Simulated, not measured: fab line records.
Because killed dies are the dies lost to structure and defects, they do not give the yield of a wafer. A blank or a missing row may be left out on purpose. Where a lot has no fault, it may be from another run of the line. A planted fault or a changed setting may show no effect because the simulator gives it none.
fab line records ; flow sky130
record: lots: 24; wafers: 72; last-day: 51
route steps=708 shown VIA1@459 VIA2@519 METAL3@536 CAPM@537 CAP2M@615
lots that met no fault: taken from a fault-free run of the same line
start-h: start of the lot's first displayed wafer, in hours after the record's first day ; wait-h: hours from the lot's prior step to this one ; " unchanged from the row above ; L1.1+2: one row covering several wafers at once ; - no value present, or no start provided ; * or withheld: withheld ; < > ~ a bound
route shown NAME@n: NAME is a module with steps in the file, n the number in the route of the first one ; usual: mean/standard deviation taken from wafers without a fault ; same: alike in all rows ; chamber/n: place in a boat ; sites: readings site by site ; _std_site: standard deviation of those values ; _edge_site: outer sites' mean less inner sites' ; radius-mm: for every site, how far away it sits from the centre of the wafer ; mask NAME#n: copy n ; behind: tool/chamber where the wafer was last shaped ; hold: cause of the lot's hold/its duration in hours/its outcome ; device: the n, p or np transistor that did not switch ; end of line: tests run on the same wafers once the route is complete ; a step without rows: its recipe alone ; killed: count of dies lost to structure and defects at first sort (not the wafer's yield) ; map: per-die view of a wafer (x killed, . not killed, _ where there is no die)
set.NAME: the setting that was run; set.NAME@STEP: the one run at that earlier step ; model.NAME: the simulator's own value behind a step, which no gauge read
a sample of lots followed through the steps of the route, with each step as a table and each wafer as a row
services: when a tool's chamber went out of use (start-h, in hours from the record's first day, below 0 if earlier), for how many hours, and the reason
== steps ==
step: SKY_VIA1_THK_MEAS_01
recipe: reads: SiO2_of_VIA1_HDPCVD_00
usual: VIA1_HDPCVD_THK: 985/11
lot.wafer;tool;chamber;start-h;wait-h;VIA1_HDPCVD_THK[nm]
L074.2;film-metro-02;-;796.23;0.1;993
L074.4;film-metro-02;-;796.23;0.1;989
L074.5;film-metro-02;-;796.23;0.1;1003
L075.3;film-metro-04;-;799.93;0.1;966
L075.5;film-metro-04;-;799.93;0.1;978
L075.6;film-metro-04;-;799.93;0.1;1010
L076.1;film-metro-04;-;804.28;0.1;1015
L076.3;film-metro-04;-;804.28;0.1;981
L076.5;film-metro-04;-;804.28;0.1;1004
L077.1;film-metro-02;-;823.11;0.1;985
L077.5;film-metro-02;-;823.11;0.1;987
L077.6;film-metro-02;-;823.11;0.1;972
L078.4;film-metro-04;-;827.37;0.0;992
L078.5;film-metro-04;-;827.37;0.0;991
L078.6;film-metro-04;-;827.37;0.0;998
L079.2;film-metro-01;-;829.66;0.1;996
L079.5;film-metro-01;-;829.66;0.1;979
L079.6;film-metro-01;-;829.66;0.1;996
L080.2;film-metro-01;-;834.05;0.1;990
L080.4;film-metro-01;-;834.05;0.1;974
L080.5;film-metro-01;-;834.05;0.1;999
L081.4;film-metro-01;-;855.36;0.0;982
L081.5;film-metro-01;-;855.36;0.0;980
L081.6;film-metro-01;-;855.36;0.0;991
L082.2;film-metro-04;-;856.97;0.1;1001
L082.4;film-metro-04;-;856.97;0.1;993
L082.6;film-metro-04;-;856.97;0.1;984
L083.1;film-metro-04;-;860.46;0.1;985
L083.5;film-metro-04;-;860.46;0.1;992
L083.6;film-metro-04;-;860.46;0.1;968
L084.1;film-metro-02;-;866.92;0.1;982
L084.3;film-metro-02;-;866.92;0.1;980
L084.4;film-metro-02;-;866.92;0.1;984
L085.1;film-metro-02;-;882.50;0.1;989
L085.3;film-metro-02;-;882.50;0.1;997
L085.4;film-metro-02;-;882.50;0.1;996
L086.1;film-metro-04;-;886.98;0.1;991
L086.3;film-metro-04;-;886.98;0.1;991
L086.5;film-metro-04;-;886.98;0.1;982
L087.2;film-metro-02;-;891.85;0.1;976
L087.4;film-metro-02;-;891.85;0.1;994
L087.5;film-metro-02;-;891.85;0.1;984
L088.2;film-metro-01;-;893.16;0.1;987
L088.4;film-metro-01;-;893.16;0.1;986
L088.6;film-metro-01;-;893.16;0.1;962
L089.1;film-metro-04;-;908.04;0.1;971
L089.2;film-metro-04;-;908.04;0.1;965
L089.3;film-metro-04;-;908.04;0.1;990
L090.4;film-metro-04;-;911.61;0.0;976
L090.5;film-metro-04;-;911.61;0.0;987
L090.6;film-metro-04;-;911.61;0.0;965
L091.2;film-metro-01;-;917.48;0.1;966
L091.3;film-metro-01;-;917.48;0.1;983
L091.6;film-metro-01;-;917.48;0.1;972
L092.4;film-metro-02;-;918.75;0.0;977
L092.5;film-metro-02;-;918.75;0.0;976
L092.6;film-metro-02;-;918.75;0.0;974
L093.1;film-metro-01;-;932.88;0.1;988
L093.3;film-metro-01;-;932.88;0.1;1000
L093.4;film-metro-01;-;932.88;0.1;992
L094.3;film-metro-04;-;936.63;0.1;978
L094.5;film-metro-04;-;936.63;0.1;976
L094.6;film-metro-04;-;936.63;0.1;979
L095.1;film-metro-02;-;950.75;0.1;980
L095.4;film-metro-02;-;950.75;0.1;984
L095.5;film-metro-02;-;950.75;0.1;984
L096.2;film-metro-01;-;951.73;0.1;966
L096.4;film-metro-01;-;951.73;0.1;969
L096.5;film-metro-01;-;951.73;0.1;971
L097.2;film-metro-02;-;960.06;0.1;1002
L097.5;film-metro-02;-;960.06;0.1;978
L097.6;film-metro-02;-;960.06;0.1;991
step: SKY_VIA2_CD_MEAS_12
recipe: target-cd-nm: 200
usual: cd-nm: 199.7/1.5
lot.wafer;tool;chamber;start-h;wait-h;cd-nm
L074.2;cd-sem-02;-;880.68;-;201.4
L074.4;cd-sem-02;-;880.68;-;203.2
L074.5;cd-sem-02;-;880.68;-;203.5
L075.3;cd-sem-01;-;884.50;-;201.7
L075.5;cd-sem-01;-;884.50;-;202.0
L075.6;cd-sem-01;-;884.50;-;201.5
L076.1;cd-sem-01;-;888.41;-;199.8
L076.3;cd-sem-01;-;888.41;-;200.6
L076.5;cd-sem-01;-;888.41;-;201.6
L077.1;cd-sem-01;-;905.92;-;200.7
L077.5;cd-sem-01;-;905.92;-;198.5
L077.6;cd-sem-01;-;905.92;-;201.0
L078.4;cd-sem-01;-;911.72;-;201.2
L078.5;cd-sem-01;-;911.72;-;199.0
L078.6;cd-sem-01;-;911.72;-;198.9
L079.2;cd-sem-01;-;913.79;-;199.2
L079.5;cd-sem-01;-;913.79;-;198.8
L079.6;cd-sem-01;-;913.79;-;198.4
L080.2;cd-sem-02;-;916.08;-;200.5
L080.4;cd-sem-02;-;916.08;-;202.1
L080.5;cd-sem-02;-;916.08;-;200.2
L081.4;cd-sem-02;-;937.13;-;198.0
L081.5;cd-sem-02;-;937.13;-;196.4
L081.6;cd-sem-02;-;937.13;-;197.6
L082.2;cd-sem-01;-;939.53;-;201.3
L082.4;cd-sem-01;-;939.53;-;201.2
L082.6;cd-sem-01;-;939.53;-;201.1
L083.1;cd-sem-02;-;940.86;-;198.4
L083.5;cd-sem-02;-;940.86;-;200.0
L083.6;cd-sem-02;-;940.86;-;198.7
L084.1;cd-sem-01;-;947.62;-;201.3
L084.3;cd-sem-01;-;947.62;-;200.4
L084.4;cd-sem-01;-;947.62;-;200.7
L085.1;cd-sem-02;-;962.97;-;200.4
L085.3;cd-sem-02;-;962.97;-;200.5
L085.4;cd-sem-02;-;962.97;-;199.8
L086.1;cd-sem-02;-;967.86;-;199.5
L086.3;cd-sem-02;-;967.86;-;200.5
L086.5;cd-sem-02;-;967.86;-;198.5
L087.2;cd-sem-02;-;971.89;-;196.3
L087.4;cd-sem-02;-;971.89;-;198.7
L087.5;cd-sem-02;-;971.89;-;198.3
L088.2;cd-sem-02;-;973.38;-;200.8
L088.4;cd-sem-02;-;973.38;-;199.2
L088.6;cd-sem-02;-;973.38;-;200.6
L089.1;cd-sem-02;-;986.32;-;199.1
L089.2;cd-sem-02;-;986.32;-;197.4
L089.3;cd-sem-02;-;986.32;-;197.2
L090.4;cd-sem-01;-;989.08;-;197.7
L090.5;cd-sem-01;-;989.08;-;198.5
L090.6;cd-sem-01;-;989.08;-;198.9
L091.2;cd-sem-01;-;996.28;-;200.1
L091.3;cd-sem-01;-;996.28;-;199.1
L091.6;cd-sem-01;-;996.28;-;198.2
L092.4;cd-sem-01;-;997.77;-;198.2
L092.5;cd-sem-01;-;997.77;-;200.9
L092.6;cd-sem-01;-;997.77;-;198.0
L093.1;cd-sem-01;-;1011.31;-;200.8
L093.3;cd-sem-01;-;1011.31;-;201.1
L093.4;cd-sem-01;-;1011.31;-;199.0
L094.3;cd-sem-01;-;1013.73;-;201.3
L094.5;cd-sem-01;-;1013.73;-;201.1
L094.6;cd-sem-01;-;1013.73;-;201.3
L095.1;cd-sem-01;-;1025.62;-;199.3
L095.4;cd-sem-01;-;1025.62;-;199.5
L095.5;cd-sem-01;-;1025.62;-;198.0
L096.2;cd-sem-01;-;1026.94;-;199.3
L096.4;cd-sem-01;-;1026.94;-;199.1
L096.5;cd-sem-01;-;1026.94;-;199.2
L097.2;cd-sem-01;-;1037.94;-;196.6
L097.5;cd-sem-01;-;1037.94;-;197.3
L097.6;cd-sem-01;-;1037.94;-;198.7
step: SKY_METAL3_SPUTTER_04
recipe: material: TiN; target-thk-nm: 70; power-w: 6500; time-s: 58.3; chamber-pressure-pa: 0.4
usual: chamber-pressure-pa: 0.4000/0.00079; throttle-valve-pct: 30.1/0.65
same: time-s: 58.3
lot.wafer;tool;chamber;start-h;wait-h;chamber-pressure-pa;throttle-valve-pct
L074.2;pvd-sputter-02;-;882.58;0.0;0.3992;29.9
L074.4;pvd-sputter-02;-;882.58;0.0;0.3999;30.4
L074.5;pvd-sputter-02;-;882.58;0.0;0.4004;30.8
L075.3;pvd-sputter-02;-;886.10;0.0;0.4001;30.8
L075.5;pvd-sputter-02;-;886.10;0.0;0.4008;30.1
L075.6;pvd-sputter-02;-;886.10;0.0;0.4002;30.0
L076.1;pvd-sputter-02;-;890.08;0.0;0.4009;29.8
L076.3;pvd-sputter-02;-;890.08;0.0;0.4001;30.8
L076.5;pvd-sputter-02;-;890.08;0.0;0.4001;30.9
L077.1;pvd-sputter-04;-;907.58;0.0;0.3999;29.3
L077.5;pvd-sputter-04;-;907.58;0.0;0.3985;28.6
L077.6;pvd-sputter-04;-;907.58;0.0;0.3992;29.4
L078.4;pvd-sputter-03;-;914.08;0.0;0.4000;29.6
L078.5;pvd-sputter-03;-;914.08;0.0;0.3996;30.7
L078.6;pvd-sputter-03;-;914.08;0.0;0.3980;29.9
L079.2;pvd-sputter-02;-;915.55;0.0;0.4008;30.2
L079.5;pvd-sputter-02;-;915.55;0.0;0.3997;30.1
L079.6;pvd-sputter-02;-;915.55;0.0;0.3996;29.8
L080.2;pvd-sputter-04;-;917.70;0.0;0.3995;29.2
L080.4;pvd-sputter-04;-;917.70;0.0;0.3983;28.6
L080.5;pvd-sputter-04;-;917.70;0.0;0.4016;30.8
L081.4;pvd-sputter-03;-;938.71;0.0;0.4004;29.9
L081.5;pvd-sputter-03;-;938.71;0.0;0.3988;29.7
L081.6;pvd-sputter-03;-;938.71;0.0;0.3999;30.0
L082.2;pvd-sputter-02;-;941.15;0.0;0.3989;30.2
L082.4;pvd-sputter-02;-;941.15;0.0;0.3999;30.9
L082.6;pvd-sputter-02;-;941.15;0.0;0.3994;30.5
L083.1;pvd-sputter-02;-;942.53;0.0;0.4012;30.9
L083.5;pvd-sputter-02;-;942.53;0.0;0.4002;30.3
L083.6;pvd-sputter-02;-;942.53;0.0;0.4004;29.9
L084.1;pvd-sputter-03;-;949.33;0.0;0.3998;30.8
L084.3;pvd-sputter-03;-;949.33;0.0;0.4001;30.5
L084.4;pvd-sputter-03;-;949.33;0.0;0.4006;29.5
L085.1;pvd-sputter-04;-;964.91;0.0;0.4005;28.6
L085.3;pvd-sputter-04;-;964.91;0.0;0.4012;30.5
L085.4;pvd-sputter-04;-;964.91;0.0;0.4018;30.8
L086.1;pvd-sputter-03;-;969.53;0.0;0.4009;29.6
L086.3;pvd-sputter-03;-;969.53;0.0;0.3986;29.9
L086.5;pvd-sputter-03;-;969.53;0.0;0.4006;29.9
L087.2;pvd-sputter-04;-;973.49;0.0;0.4015;30.1
L087.4;pvd-sputter-04;-;973.49;0.0;0.4000;28.4
L087.5;pvd-sputter-04;-;973.49;0.0;0.3992;30.9
L088.2;pvd-sputter-04;-;975.00;0.0;0.3979;30.9
L088.4;pvd-sputter-04;-;975.00;0.0;0.3986;29.2
L088.6;pvd-sputter-04;-;975.00;0.0;0.3999;28.5
L089.1;pvd-sputter-04;-;987.95;0.0;0.4000;30.4
L089.2;pvd-sputter-04;-;987.95;0.0;0.3997;30.9
L089.3;pvd-sputter-04;-;987.95;0.0;0.4008;29.2
L090.4;pvd-sputter-03;-;990.82;0.0;0.3997;30.1
L090.5;pvd-sputter-03;-;990.82;0.0;0.4020;29.6
L090.6;pvd-sputter-03;-;990.82;0.0;0.4002;29.8
L091.2;pvd-sputter-03;-;997.89;0.0;0.4000;29.8
L091.3;pvd-sputter-03;-;997.89;0.0;0.4010;30.1
L091.6;pvd-sputter-03;-;997.89;0.0;0.4003;30.3
L092.4;pvd-sputter-02;-;999.34;0.0;0.3996;30.1
L092.5;pvd-sputter-02;-;999.34;0.0;0.4007;30.0
L092.6;pvd-sputter-02;-;999.34;0.0;0.3993;30.0
L093.1;pvd-sputter-02;-;1013.09;0.0;0.3990;30.1
L093.3;pvd-sputter-02;-;1013.09;0.0;0.4004;29.8
L093.4;pvd-sputter-02;-;1013.09;0.0;0.3994;30.8
L094.3;pvd-sputter-03;-;1015.32;0.0;0.3983;30.9
L094.5;pvd-sputter-03;-;1015.32;0.0;0.4010;30.4
L094.6;pvd-sputter-03;-;1015.32;0.0;0.3991;30.9
L095.1;pvd-sputter-03;-;1027.34;0.0;0.4000;30.9
L095.4;pvd-sputter-03;-;1027.34;0.0;0.3992;30.4
L095.5;pvd-sputter-03;-;1027.34;0.0;0.4000;29.7
L096.2;pvd-sputter-02;-;1028.56;0.0;0.4002;31.0
L096.4;pvd-sputter-02;-;1028.56;0.0;0.4009;30.0
L096.5;pvd-sputter-02;-;1028.56;0.0;0.4005;30.9
L097.2;pvd-sputter-03;-;1039.76;0.0;0.3988;29.9
L097.5;pvd-sputter-03;-;1039.76;0.0;0.3996;29.9
L097.6;pvd-sputter-03;-;1039.76;0.0;0.4006;30.8
step: SKY_CAPM_CVD_00
recipe: material: SiO2; target-thk-nm: 15.5; temp-c: 400; time-s: withheld; rf-w: 450
usual: heater-power-w: 789/130
lot.wafer;tool;chamber;start-h;wait-h;heater-power-w
L074.2;pecvd-04;2;882.63;0.0;1112
L074.4;pecvd-04;0;882.63;0.0;749
L074.5;pecvd-04;2;882.63;0.0;1082
L075.3;pecvd-04;1;886.15;0.0;827
L075.5;pecvd-04;2;886.15;0.0;962
L075.6;pecvd-04;0;886.15;0.0;753
L076.1;pecvd-02;2;890.13;0.0;809
L076.3;pecvd-02;0;890.13;0.0;762
L076.5;pecvd-02;1;890.13;0.0;592
L077.1;pecvd-02;1;907.63;0.0;679
L077.5;pecvd-02;1;907.63;0.0;684
L077.6;pecvd-02;0;907.63;0.0;752
L078.4;pecvd-04;0;914.14;0.0;660
L078.5;pecvd-04;1;914.14;0.0;779
L078.6;pecvd-04;2;914.14;0.0;976
L079.2;pecvd-02;0;915.60;0.0;787
L079.5;pecvd-02;2;915.60;0.0;834
L079.6;pecvd-02;0;915.60;0.0;800
L080.2;pecvd-04;0;917.75;0.0;780
L080.4;pecvd-04;0;917.75;0.0;782
L080.5;pecvd-04;2;917.75;0.0;1154
L081.4;pecvd-02;0;938.77;0.0;678
L081.5;pecvd-02;1;938.77;0.0;646
L081.6;pecvd-02;2;938.77;0.0;916
L082.2;pecvd-01;1;941.20;0.0;717
L082.4;pecvd-01;1;941.20;0.0;706
L082.6;pecvd-01;1;941.20;0.0;707
L083.1;pecvd-04;2;942.58;0.0;941
L083.5;pecvd-04;2;942.58;0.0;959
L083.6;pecvd-04;1;942.58;0.0;806
L084.1;pecvd-02;0;949.38;0.0;675
L084.3;pecvd-02;2;949.38;0.0;930
L084.4;pecvd-02;0;949.38;0.0;654
L085.1;pecvd-04;2;964.96;0.0;1147
L085.3;pecvd-04;1;964.96;0.0;817
L085.4;pecvd-04;0;964.96;0.0;741
L086.1;pecvd-02;2;969.58;0.0;895
L086.3;pecvd-02;1;969.58;0.0;711
L086.5;pecvd-02;1;969.58;0.0;715
L087.2;pecvd-01;0;973.54;0.0;641
L087.4;pecvd-01;0;973.54;0.0;639
L087.5;pecvd-01;2;973.54;0.0;844
L088.2;pecvd-04;0;975.04;0.0;769
L088.4;pecvd-04;1;975.04;0.0;762
L088.6;pecvd-04;0;975.04;0.0;742
L089.1;pecvd-01;0;988.00;0.0;600
L089.2;pecvd-01;2;988.00;0.0;807
L089.3;pecvd-01;1;988.00;0.0;691
L090.4;pecvd-02;1;990.88;0.0;645
L090.5;pecvd-02;2;990.88;0.0;914
L090.6;pecvd-02;1;990.88;0.0;642
L091.2;pecvd-02;0;997.94;0.0;702
L091.3;pecvd-02;0;997.94;0.0;713
L091.6;pecvd-02;0;997.94;0.0;712
L092.4;pecvd-04;0;999.40;0.0;707
L092.5;pecvd-04;1;999.40;0.0;809
L092.6;pecvd-04;0;999.40;0.0;725
L093.1;pecvd-02;1;1013.14;0.0;650
L093.3;pecvd-02;0;1013.14;0.0;735
L093.4;pecvd-02;1;1013.14;0.0;632
L094.3;pecvd-04;2;1015.37;0.0;1026
L094.5;pecvd-04;1;1015.37;0.0;706
L094.6;pecvd-04;0;1015.37;0.0;763
L095.1;pecvd-04;1;1027.39;0.0;700
L095.4;pecvd-04;0;1027.39;0.0;765
L095.5;pecvd-04;2;1027.39;0.0;1019
L096.2;pecvd-02;1;1028.61;0.0;658
L096.4;pecvd-02;2;1028.61;0.0;938
L096.5;pecvd-02;1;1028.61;0.0;676
L097.2;pecvd-02;1;1039.81;0.0;655
L097.5;pecvd-02;0;1039.81;0.0;769
L097.6;pecvd-02;2;1039.81;0.0;971
step: SKY_METAL3_OVL_MEAS_14
usual: METAL3_OVL: -3/7
lot.wafer;tool;chamber;start-h;wait-h;METAL3_OVL[nm]
L074.2;overlay-02;-;935.24;0.1;0
L074.4;overlay-02;-;935.24;0.1;2
L074.5;overlay-02;-;935.24;0.1;2
L075.3;overlay-01;-;938.85;0.1;-10
L075.5;overlay-01;-;938.85;0.1;-15
L075.6;overlay-01;-;938.85;0.1;1
L076.1;overlay-01;-;941.83;0.1;-3
L076.3;overlay-01;-;941.83;0.1;1
L076.5;overlay-01;-;941.83;0.1;-15
L077.1;overlay-02;-;958.81;0.1;11
L077.5;overlay-02;-;958.81;0.1;3
L077.6;overlay-02;-;958.81;0.1;3
L078.4;overlay-01;-;965.48;0.1;0
L078.5;overlay-01;-;965.48;0.1;-7
L078.6;overlay-01;-;965.48;0.1;-7
L079.2;overlay-01;-;966.84;0.1;-7
L079.5;overlay-01;-;966.84;0.1;-7
L079.6;overlay-01;-;966.84;0.1;-14
L080.2;overlay-01;-;968.42;0.1;3
L080.4;overlay-01;-;968.42;0.1;8
L080.5;overlay-01;-;968.42;0.1;8
L081.4;overlay-01;-;988.80;0.1;-2
L081.5;overlay-01;-;988.80;0.1;0
L081.6;overlay-01;-;988.80;0.1;-1
L082.2;overlay-02;-;991.14;0.1;-3
L082.4;overlay-02;-;991.14;0.1;-2
L082.6;overlay-02;-;991.14;0.1;-7
L083.1;overlay-02;-;993.94;0.1;-3
L083.5;overlay-02;-;993.94;0.1;-4
L083.6;overlay-02;-;993.94;0.1;-1
L084.1;overlay-02;-;999.16;0.1;-9
L084.3;overlay-02;-;999.16;0.1;-8
L084.4;overlay-02;-;999.16;0.1;-10
L085.1;overlay-02;-;1013.69;0.1;3
L085.3;overlay-02;-;1013.69;0.1;-10
L085.4;overlay-02;-;1013.69;0.1;2
L086.1;overlay-01;-;1018.84;0.1;3
L086.3;overlay-01;-;1018.84;0.1;3
L086.5;overlay-01;-;1018.84;0.1;4
L087.2;overlay-02;-;1022.74;0.1;-13
L087.4;overlay-02;-;1022.74;0.1;-4
L087.5;overlay-02;-;1022.74;0.1;-12
L088.2;overlay-01;-;1024.77;0.1;-1
L088.4;overlay-01;-;1024.77;0.1;-5
L088.6;overlay-01;-;1024.77;0.1;3
L089.1;overlay-02;-;1037.69;0.1;-15
L089.2;overlay-02;-;1037.69;0.1;-26
L089.3;overlay-02;-;1037.69;0.1;-6
L090.4;overlay-02;-;1038.76;0.1;-6
L090.5;overlay-02;-;1038.76;0.1;-7
L090.6;overlay-02;-;1038.76;0.1;-6
L091.2;overlay-01;-;1045.49;0.1;0
L091.3;overlay-01;-;1045.49;0.1;-4
L091.6;overlay-01;-;1045.49;0.1;0
L092.4;overlay-02;-;1048.15;0.1;-2
L092.5;overlay-02;-;1048.15;0.1;11
L092.6;overlay-02;-;1048.15;0.1;1
L093.1;overlay-01;-;1061.81;0.1;-1
L093.3;overlay-01;-;1061.81;0.1;-3
L093.4;overlay-01;-;1061.81;0.1;-6
L094.3;overlay-02;-;1062.05;0.1;-4
L094.5;overlay-02;-;1062.05;0.1;3
L094.6;overlay-02;-;1062.05;0.1;-2
L095.1;overlay-01;-;1079.67;0.1;-4
L095.4;overlay-01;-;1079.67;0.1;2
L095.5;overlay-01;-;1079.67;0.1;-5
L096.2;overlay-02;-;1080.04;0.1;-3
L096.4;overlay-02;-;1080.04;0.1;-3
L096.5;overlay-02;-;1080.04;0.1;-11
L097.2;overlay-01;-;1085.99;0.1;9
L097.5;overlay-01;-;1085.99;0.1;5
L097.6;overlay-01;-;1085.99;0.1;8
step: SKY_CAP2M_OVL_MEAS_12
usual: CAP2M_OVL: 1.2/1.2
lot.wafer;tool;chamber;start-h;wait-h;CAP2M_OVL[nm]
L074.2;overlay-02;-;987.16;0.1;-0.6
L074.4;overlay-02;-;987.16;0.1;2.0
L074.5;overlay-02;-;987.16;0.1;0.5
L075.3;overlay-01;-;992.22;0.1;-0.4
L075.5;overlay-01;-;992.22;0.1;0.7
L075.6;overlay-01;-;992.22;0.1;-0.9
L076.1;overlay-01;-;995.61;0.1;0.8
L076.3;overlay-01;-;995.61;0.1;1.0
L076.5;overlay-01;-;995.61;0.1;1.7
L077.1;overlay-01;-;1011.82;0.1;2.4
L077.5;overlay-01;-;1011.82;0.1;1.3
L077.6;overlay-01;-;1011.82;0.1;1.1
L078.4;overlay-02;-;1017.63;0.1;2.2
L078.5;overlay-02;-;1017.63;0.1;1.6
L078.6;overlay-02;-;1017.63;0.1;1.3
L079.2;overlay-02;-;1018.66;0.1;0.4
L079.5;overlay-02;-;1018.66;0.1;0.9
L079.6;overlay-02;-;1018.66;0.1;1.6
L080.2;overlay-01;-;1019.62;0.1;0.6
L080.4;overlay-01;-;1019.62;0.1;0.2
L080.5;overlay-01;-;1019.62;0.1;-0.7
L081.4;overlay-01;-;1040.49;0.1;0.5
L081.5;overlay-01;-;1040.49;0.1;0.2
L081.6;overlay-01;-;1040.49;0.1;-0.3
L082.2;overlay-01;-;1042.87;0.1;0.0
L082.4;overlay-01;-;1042.87;0.1;1.0
L082.6;overlay-01;-;1042.87;0.1;0.6
L083.1;overlay-01;-;1045.01;0.1;2.0
L083.5;overlay-01;-;1045.01;0.1;2.2
L083.6;overlay-01;-;1045.01;0.1;3.1
L084.1;overlay-02;-;1050.17;0.1;3.5
L084.3;overlay-02;-;1050.17;0.1;2.1
L084.4;overlay-02;-;1050.17;0.1;3.1
L085.1;overlay-01;-;1063.06;0.1;2.4
L085.3;overlay-01;-;1063.06;0.1;-0.4
L085.4;overlay-01;-;1063.06;0.1;1.2
L086.1;overlay-02;-;1067.92;0.1;3.2
L086.3;overlay-02;-;1067.92;0.1;3.0
L086.5;overlay-02;-;1067.92;0.1;4.4
L087.2;overlay-02;-;1071.52;0.1;0.8
L087.4;overlay-02;-;1071.52;0.1;0.7
L087.5;overlay-02;-;1071.52;0.1;2.5
L088.2;overlay-02;-;1073.77;0.1;1.1
L088.4;overlay-02;-;1073.77;0.1;0.5
L088.6;overlay-02;-;1073.77;0.1;1.6
L089.1;overlay-02;-;1086.32;0.1;1.7
L089.2;overlay-02;-;1086.32;0.1;0.4
L089.3;overlay-02;-;1086.32;0.1;2.1
L090.4;overlay-02;-;1086.73;0.1;0.7
L090.5;overlay-02;-;1086.73;0.1;0.7
L090.6;overlay-02;-;1086.73;0.1;-0.5
L091.2;overlay-02;-;1093.91;0.1;0.4
L091.3;overlay-02;-;1093.91;0.1;0.1
L091.6;overlay-02;-;1093.91;0.1;0.1
L092.4;overlay-01;-;1095.38;0.1;1.1
L092.5;overlay-01;-;1095.38;0.1;1.3
L092.6;overlay-01;-;1095.38;0.1;3.0
L093.1;overlay-01;-;1109.42;0.1;0.8
L093.3;overlay-01;-;1109.42;0.1;1.5
L093.4;overlay-01;-;1109.42;0.1;0.0
L094.3;overlay-02;-;1109.73;0.1;1.0
L094.5;overlay-02;-;1109.73;0.1;0.0
L094.6;overlay-02;-;1109.73;0.1;0.5
L095.1;overlay-01;-;1124.72;0.1;3.0
L095.4;overlay-01;-;1124.72;0.1;1.5
L095.5;overlay-01;-;1124.72;0.1;2.0
L096.2;overlay-02;-;1125.38;0.1;1.6
L096.4;overlay-02;-;1125.38;0.1;0.8
L096.5;overlay-02;-;1125.38;0.1;0.8
L097.2;overlay-02;-;1131.86;0.1;-0.6
L097.5;overlay-02;-;1131.86;0.1;1.0
L097.6;overlay-02;-;1131.86;0.1;0.2
== services ==
tool;chamber;start-h;hours;kind
pvd-sputter-02;-;863.18;4.3;repair
pvd-sputter-04;0;875.01;-;consumable-replace:kit
pvd-sputter-04;0;875.01;18.0;scheduled-down
pecvd-04;2;879.27;2.1;scheduled-down
pecvd-02;2;890.27;2.1;scheduled-down
pecvd-02;0;899.65;5.5;scheduled-down
pecvd-04;1;902.89;5.5;scheduled-down
pecvd-01;-;919.76;14.6;pm
pvd-sputter-02;3;931.91;-;consumable-replace:kit
pvd-sputter-02;3;931.91;18.0;scheduled-down
pvd-sputter-02;3;931.91;18.0;vent-cycle
pecvd-04;-;935.59;6.0;pm
pecvd-01;-;937.32;2.8;pm
pecvd-01;-;946.94;1.7;repair
pecvd-02;2;951.40;16.5;scheduled-down
pecvd-04;1;965.86;6.1;repair
pecvd-02;0;989.88;4.3;repair
pvd-sputter-03;-;991.61;0.9;repair
pecvd-04;2;994.35;5.5;scheduled-down
pecvd-02;2;996.31;5.0;scheduled-down
pvd-sputter-03;1;997.94;-;consumable-replace:kit
pvd-sputter-03;1;997.94;18.0;scheduled-down
pvd-sputter-03;1;997.94;18.0;vent-cycle
pecvd-04;1;1032.32;5.5;scheduled-down
== key ==
fault none
